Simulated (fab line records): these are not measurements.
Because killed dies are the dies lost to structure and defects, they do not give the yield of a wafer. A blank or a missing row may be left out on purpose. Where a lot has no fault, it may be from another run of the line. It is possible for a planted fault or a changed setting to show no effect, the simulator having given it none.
What tool caused it? -- flow sky130 -- at 1 step of a route of 708, 7 lots with 21 wafers sampled

WHAT THE GAUGES SHOWED, per wafer
SKY_POLY_GATE_THK_MEAS_01.
lot,measured,on,POLY_GATE_CVD_00_THK (nm)
L937,day 14 12:39,film metro-01,180.2 179.8 180.2
L940,day 15 18:31,film metro-01,177.0 179.0 179.0
L943,day 17 04:24,film metro-04,176.8 180.3 177.9
L948,day 18 18:20,film metro-02,179.4 178.5 180.5
L953,day 20 09:30,film metro-04,179.4 179.0 179.3
L955,day 20 20:24,film metro-02,183.5 181.1 184.7
L958,day 22 02:19,film metro-01,181.1 181.7 179.5

TOOL THAT RAN EACH LOT (tool first, then ch and the chambers of the sampled wafers, then the start)
Record: no process step prior to these readings.

THE ANSWER, worked out from the rows above alone
Rule: the lots themselves supply what counts as usual. Put in order of their means at a reading, lots are off if they are a third of the lots or fewer, leave a main group of 4 or more, and stand apart from it by a gap of 3 or more times the standard deviation of the main group's means; of several such gaps the widest counts. Not used: any main group whose means are identical at the precision the tables above print for the reading. A lot without any number at a reading at which 4 lots or more have one is off too. Where the step has rows for the other lots, those lots are counted as sound.
Nothing can be told from this: no lot is off at any reading shown.

WHAT THE SIMULATOR HAD PUT IN
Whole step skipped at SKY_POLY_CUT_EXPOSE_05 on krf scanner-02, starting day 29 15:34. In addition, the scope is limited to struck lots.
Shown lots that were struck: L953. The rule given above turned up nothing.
